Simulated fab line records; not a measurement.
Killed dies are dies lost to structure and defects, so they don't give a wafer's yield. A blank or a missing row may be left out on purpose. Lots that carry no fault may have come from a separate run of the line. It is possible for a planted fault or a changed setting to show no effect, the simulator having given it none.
Matching of chambers + flow sky130 + 4 sister chambers for SKY_VIA3_CMP_24 on cmp-01
The step polishes, stops on SiO2, t overpolish 20 s, target thk 0 nm. 4 wafers are shown with their chamber, then 10 later ones without.

EACH WAFER AND ITS CHAMBER
| wafer  | chamber | motor current A (A) |
|--------|---------|---------------------|
| L084.4 | 1       | 12.6                |
| L084.6 | 0       | 11.3                |
| L086.1 | 2       | 11.2                |
| L086.3 | 3       | 11.7                |

WAFERS WHOSE CHAMBER IS MISSING
| wafer  | motor current A (A) |
|--------|---------------------|
| L086.5 | 13.4                |
| L090.2 | 13.3                |
| L090.3 | 12.3                |
| L090.5 | 11.5                |
| L093.1 | 11.1                |
| L093.2 | 12.9                |
| L093.4 | 11.6                |
| L094.1 | 11.5                |
| L094.2 | 11.9                |
| L094.6 | 12.2                |

EACH ONE'S CHAMBER
| wafer  | from the rows above               | in truth |
|--------|-----------------------------------|----------|
| L086.5 | 1                                 | 1        |
| L090.2 | 1                                 | 1        |
| L090.3 | can't be placed: 1 or 3 or 0 or 2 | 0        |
| L090.5 | can't be placed: 0 or 3 or 2      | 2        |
| L093.1 | can't be placed: 2 or 0 or 3      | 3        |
| L093.2 | 1                                 | 1        |
| L093.4 | can't be placed: 3 or 0 or 2      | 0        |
| L094.1 | can't be placed: 0 or 3 or 2      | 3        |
| L094.2 | can't be placed: 3 or 0 or 1 or 2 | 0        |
| L094.6 | can't be placed: 1 or 3 or 0 or 2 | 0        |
3 of 10 placed correctly. Cannot be placed on the basis of these rows: 7; the candidates contain the true chamber in 7. Number placed wrongly: 0.
How it was worked out, from the rows above alone: a wafer's distance from a chamber is the root of the sum, over the readings, of the square of ((its reading less the chamber's mean) divided by the reading's scatter). The wafer belongs to the nearest chamber; if the next one is less than 2 further off, it can't be placed. The mean given for a chamber averages the wafers shown for that chamber. The scatter (one wafer shown for each chamber): square how far every hidden wafer sits from the nearest shown wafer, average those squares and take the square root.
